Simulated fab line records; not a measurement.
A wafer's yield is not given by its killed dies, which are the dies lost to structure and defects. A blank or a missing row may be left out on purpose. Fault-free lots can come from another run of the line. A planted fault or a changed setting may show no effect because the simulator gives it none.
A lot that was struck, set against a sound lot    flow sky130    18 steps out of a route of 708
Sound: the wafers L789.2, L789.4, L789.5. Struck: wafers L806.2, L806.4, L806.6. At the end, the cause is stated.
Each step with rows lists, per side, the tool, then ch with its chambers, then its first start. Under that, the readings that differ: sound wafers    struck wafers    difference of the means    sigmas: that difference in standard deviations of wafers without a fault.
alike: a reading whose means differ by less than 2 such deviations, as well as words and numbers matching on both sides. not compared: withheld readings; readings where some wafer has no value; bounds like >300 that might hide an equal value; numbers whose values overlap and for which the record gives no deviation.
Wherever a step has rows on one side only, a row that says differs or no value, or a row with sigmas, the two part there. Non-overlapping numbers with no deviation appear without sigmas and do not part them. Lack of a reading on every wafer of one side parts them only where that side has two or more wafers.

first, 6 steps without rows for these wafers: SKY_RES_XHIGH_COAT_02 (resist thk 1140 nm); SKY_RES_XHIGH_SOFTBAKE_03 (time 60 s); SKY_RES_XHIGH_EXPOSE_04 (exposes mask URPM, target cd 1270 nm); SKY_RES_XHIGH_PEB_05; SKY_RES_XHIGH_DEVELOP_06 (develop time 60 s); SKY_RES_XHIGH_IMPLANT_07.
SKY_RES_XHIGH_STRIP_08: strips in O2/N2.
  sound on plasma_asher-04 ch 0,1, day 28 19:58; struck on plasma_asher-04 ch 0,1, day 33 07:41
  alike: drypump_motor_current_A, oes_product_au, strip_time_to_endpoint_s
  not compared: rf_hours_counter_h
SKY_RES_XHIGH_TW_MEAS_09:
  struck on film_metro-03, day 33 07:48; sound on film_metro-04, day 28 20:05
  alike: RES_XHIGH_TW
then, 4 steps without rows for these wafers: SKY_SD_N_DEHYDRATE_00 (time 60 s); SKY_SD_N_HMDS_01 (prime time 60 s); SKY_SD_N_COAT_02 (resist thk 1140 nm); SKY_SD_N_SOFTBAKE_03 (time 60 s).
SKY_SD_N_EXPOSE_04: exposes mask NSDM, target cd 380 nm.
  sound on iline_stepper-01 ch 0, day 29 08:35; struck on iline_stepper-02 ch 0, day 33 21:07
reading               sound                 struck                difference  sigmas
exposure_dose_mJ_cm2  140.87 140.84 140.93  129.50 129.60 129.92  -11.21      -80
  alike: mask
then, 2 steps without rows for these wafers: SKY_SD_N_PEB_05; SKY_SD_N_DEVELOP_06 (develop time 60 s).
SKY_SD_N_CD_MEAS_07 targets a cd of 380 nm.
  struck on cd_sem-02, day 34 10:25; sound on cd_sem-02, day 29 21:58
reading     sound              struck             difference  sigmas
cd_nm (nm)  374.9 374.3 375.2  355.9 355.8 356.6  -18.7       -6
SKY_SD_N_OVL_MEAS_08:
  struck on overlay-01, day 34 10:31; sound on overlay-01, day 29 22:04
  alike: SD_N_OVL
-- the record jumps here: 16 days lie between the struck wafers' starts before and after (it left off in module SD_N and takes up again in module PAD_OPEN, whose first step shown is number 708 of the route) --
SKY_PAD_OPEN_PROBE_99:
  struck on prober-01, day 50 09:16; sound on prober-02, day 47 05:28
reading          sound  struck  difference  sigmas
killed_at_M4_up  9 3 8  1 3 3   -4          -2
  alike: killed_at_M0_to_M3, killed_at_contacts, killed_at_front_end, killed_dies, killed_open, killed_short

## WHERE THEY PART
First at SKY_SD_N_EXPOSE_04; last, within this record, at SKY_PAD_OPEN_PROBE_99.

WHY: whatever the simulator had introduced
Process parameter drift: iline_stepper-02, from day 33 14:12 on, at SKY_SD_N_EXPOSE_04. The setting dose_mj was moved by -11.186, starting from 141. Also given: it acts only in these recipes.
